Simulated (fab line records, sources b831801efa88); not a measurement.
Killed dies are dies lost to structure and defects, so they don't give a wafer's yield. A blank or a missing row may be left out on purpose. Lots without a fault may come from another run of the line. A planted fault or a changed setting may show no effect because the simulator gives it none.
Which tool did it? | flow sky130 | 12 lots, 36 wafers sampled, at 5 steps of a route of 708

WHAT THE GAUGES READ, wafer by wafer
SKY_FIELD_ISO_THK_MEAS_04. Usual: FIELD_ISO_CVD_03_THK 165.4 nm, standard deviation 1.6.
lot  | measured    | on            | FIELD_ISO_CVD_03_THK (nm) | flag
L404 | day 1 15:47 | film_metro-02 | 166.0 165.2 166.0         |
L406 | day 2 00:31 | film_metro-01 | 165.3 167.0 166.7         |
L407 | day 2 08:51 | film_metro-02 | 164.3 164.3 165.0         |
L408 | day 2 16:17 | film_metro-01 | 166.3 166.4 165.8         |
L410 | day 2 21:57 | film_metro-04 | 169.3 168.2 168.6         |
L417 | day 4 10:03 | film_metro-01 | 166.7 166.4 166.3         |
L418 | day 4 14:46 | film_metro-04 | 165.0 166.5 163.6         |
L419 | day 4 18:47 | film_metro-01 | 161.8 161.8 163.2         |
L420 | day 4 22:17 | film_metro-01 | 165.8 163.9 163.9         |
L421 | day 5 03:50 | film_metro-01 | 166.2 165.0 165.5         |
L424 | day 5 18:52 | film_metro-04 | 165.8 167.3 166.6         |
L427 | day 6 10:22 | film_metro-04 | 165.8 166.3 166.9         |

SKY_NWELL_TW_MEAS_26. Usual: NWELL_2_TW 498, standard deviation 6.
lot  | measured     | on            | NWELL_2_TW  | flag
L404 | day 5 16:49  | film_metro-03 | 497 499 501 |
L406 | day 5 20:17  | film_metro-02 | 486 489 488 |
L407 | day 6 02:10  | film_metro-02 | 598 599 601 | OFF
L408 | day 6 14:28  | film_metro-04 | 504 504 505 |
L410 | day 6 20:17  | film_metro-03 | 608 610 613 | OFF
L417 | day 8 17:53  | film_metro-02 | 492 491 490 |
L418 | day 8 21:40  | film_metro-02 | 494 489 489 |
L419 | day 9 04:31  | film_metro-02 | 494 492 495 |
L420 | day 9 08:10  | film_metro-03 | 499 500 500 |
L421 | day 9 17:25  | film_metro-03 | 501 503 500 |
L424 | day 10 08:23 | film_metro-04 | 505 504 506 |
L427 | day 11 12:49 | film_metro-03 | 503 504 506 |

SKY_VT_ADJUST_LVTN_OVL_MEAS_07. Usual: VT_ADJUST_LVTN_OVL 1.2 nm, standard deviation 1.2.
lot  | measured     | on         | VT_ADJUST_LVTN_OVL (nm) | flag
L404 | day 7 07:07  | overlay-01 | -0.1 1.5 1.7            |
L406 | day 7 10:29  | overlay-02 | 2.0 1.9 2.2             |
L407 | day 7 16:59  | overlay-02 | 2.6 1.8 2.1             |
L408 | day 8 06:24  | overlay-01 | 0.2 1.9 1.4             |
L410 | day 8 12:26  | overlay-02 | 0.7 1.0 2.2             |
L417 | day 10 14:36 | overlay-02 | 2.1 3.0 2.2             |
L418 | day 10 18:58 | overlay-01 | -0.2 1.3 1.9            |
L419 | day 11 01:39 | overlay-02 | 1.1 1.3 0.6             |
L420 | day 11 04:59 | overlay-01 | 1.7 0.9 1.1             |
L421 | day 11 15:50 | overlay-01 | 1.6 2.1 2.7             |
L424 | day 12 08:13 | overlay-01 | 0.5 1.2 0.8             |
L427 | day 13 14:38 | overlay-01 | 0.2 -1.0 0.5            |

WHICH TOOL RAN EACH LOT (tool, then ch and the chambers of the sampled wafers, then the start)
lot  | SKY_NWELL_STRIP_14                   | SKY_NWELL_IMPLANT_24
L404 | plasma_asher-03 ch 0,1, day 4 23:17  | implanter-01 ch 0, day 5 16:34
L406 | plasma_asher-03 ch 0,1, day 5 02:04  | implanter-01 ch 0, day 5 20:02
L407 | plasma_asher-01 ch 0,1, day 5 07:40  | implanter-01 ch 0, day 6 01:55
L408 | plasma_asher-04 ch 0,1, day 5 19:31  | implanter-02 ch 0, day 6 14:14
L410 | plasma_asher-04 ch 0,1, day 6 00:46  | implanter-01 ch 0, day 6 20:02
L417 | plasma_asher-04 ch 0,1, day 7 21:17  | implanter-02 ch 0, day 8 17:38
L418 | plasma_asher-01 ch 0,1, day 8 00:52  | implanter-02 ch 0, day 8 21:26
L419 | plasma_asher-04 ch 0,1, day 8 07:59  | implanter-01 ch 0, day 9 04:16
L420 | plasma_asher-03 ch 0,1, day 8 10:31  | implanter-01 ch 0, day 9 07:55
L421 | plasma_asher-03 ch 1, day 8 19:37    | implanter-02 ch 0, day 9 17:10
L424 | plasma_asher-04 ch 0,1, day 9 09:32  | implanter-04 ch 0, day 10 08:11
L427 | plasma_asher-03 ch 0,1, day 10 12:58 | implanter-04 ch 0, day 11 12:34
- SKY_NWELL_STRIP_14: strips in O2/N2.
- SKY_NWELL_IMPLANT_24

WHAT THE TOOLS THEMSELVES READ (means of the sampled wafers that have a number; where no wafer has one, the mark that the record gives instead)
SKY_NWELL_STRIP_14. Usual: drypump_motor_current_A 6.2 A, standard deviation 0.35; oes_product_au 0.723 a.u., standard deviation 0.0041; strip_time_to_endpoint_s 36.90 s, standard deviation 0.12.
lot  | tool            | drypump_motor_current_A (A) | oes_product_au (a.u.) | strip_time_to_endpoint_s (s) | flag
L404 | plasma_asher-03 | 6.1                         | 0.721                 | 37.03                        |
L406 | plasma_asher-03 | 6.0                         | 0.723                 | 36.72                        |
L407 | plasma_asher-01 | 6.3                         | 0.722                 | 36.68                        |
L408 | plasma_asher-04 | 6.3                         | 0.723                 | 36.93                        |
L410 | plasma_asher-04 | 6.3                         | 0.726                 | 36.90                        |
L417 | plasma_asher-04 | 6.1                         | 0.720                 | 36.76                        |
L418 | plasma_asher-01 | 6.1                         | 0.723                 | 36.91                        |
L419 | plasma_asher-04 | 6.3                         | 0.721                 | 37.17                        |
L420 | plasma_asher-03 | 6.0                         | 0.723                 | 36.88                        |
L421 | plasma_asher-03 | 6.2                         | 0.724                 | 36.98                        |
L424 | plasma_asher-04 | 6.1                         | 0.722                 | 36.73                        |
L427 | plasma_asher-03 | 6.0                         | 0.724                 | 36.85                        |

SKY_NWELL_IMPLANT_24. Usual: dose_ions_cm2 9.201e+12, standard deviation 1.1e+10; faraday_current_uA 51.8, standard deviation 1.
lot  | tool         | dose_ions_cm2 | faraday_current_uA | flag
L404 | implanter-01 | 9.200e+12     | 51.2               |
L406 | implanter-01 | 9.192e+12     | 51.3               |
L407 | implanter-01 | 1.747e+13     | 98.5               | OFF
L408 | implanter-02 | 9.196e+12     | 52.0               |
L410 | implanter-01 | 1.747e+13     | 96.8               | OFF
L417 | implanter-02 | 9.189e+12     | 51.4               |
L418 | implanter-02 | 9.208e+12     | 51.7               |
L419 | implanter-01 | 9.198e+12     | 52.0               |
L420 | implanter-01 | 9.210e+12     | 51.5               |
L421 | implanter-02 | 9.192e+12     | 51.6               |
L424 | implanter-04 | 9.181e+12     | 51.6               |
L427 | implanter-04 | 9.200e+12     | 52.7               |

THE ANSWER, worked out from the rows above alone
Rule: a lot is off if the mean of its wafers that have a number lies more than 3 standard deviations from the usual mean. A lot without any number at a reading at which 4 lots or more have one is off too. The other lots that the step has rows for count as sound. The gauges are gone through in route order, then the tools' own readings, and for those a lot's mean is taken as printed above. The first step at which some lot is off is used, and at that step the reading that is off furthest; a lot without a number counts as furthest.
Off: L407, L410, at SKY_NWELL_TW_MEAS_26 (NWELL_2_TW).
A tool fits if, at a process step before that reading, it ran every lot that is off, and no sound lot after the first of them. The gauges at SKY_NWELL_TW_MEAS_26 aren't tried: what is off there is off at SKY_NWELL_IMPLANT_24 too, on other tools, and a gauge's error can't cause that. None of those tried fits.

WHAT THE SIMULATOR HAD PUT IN
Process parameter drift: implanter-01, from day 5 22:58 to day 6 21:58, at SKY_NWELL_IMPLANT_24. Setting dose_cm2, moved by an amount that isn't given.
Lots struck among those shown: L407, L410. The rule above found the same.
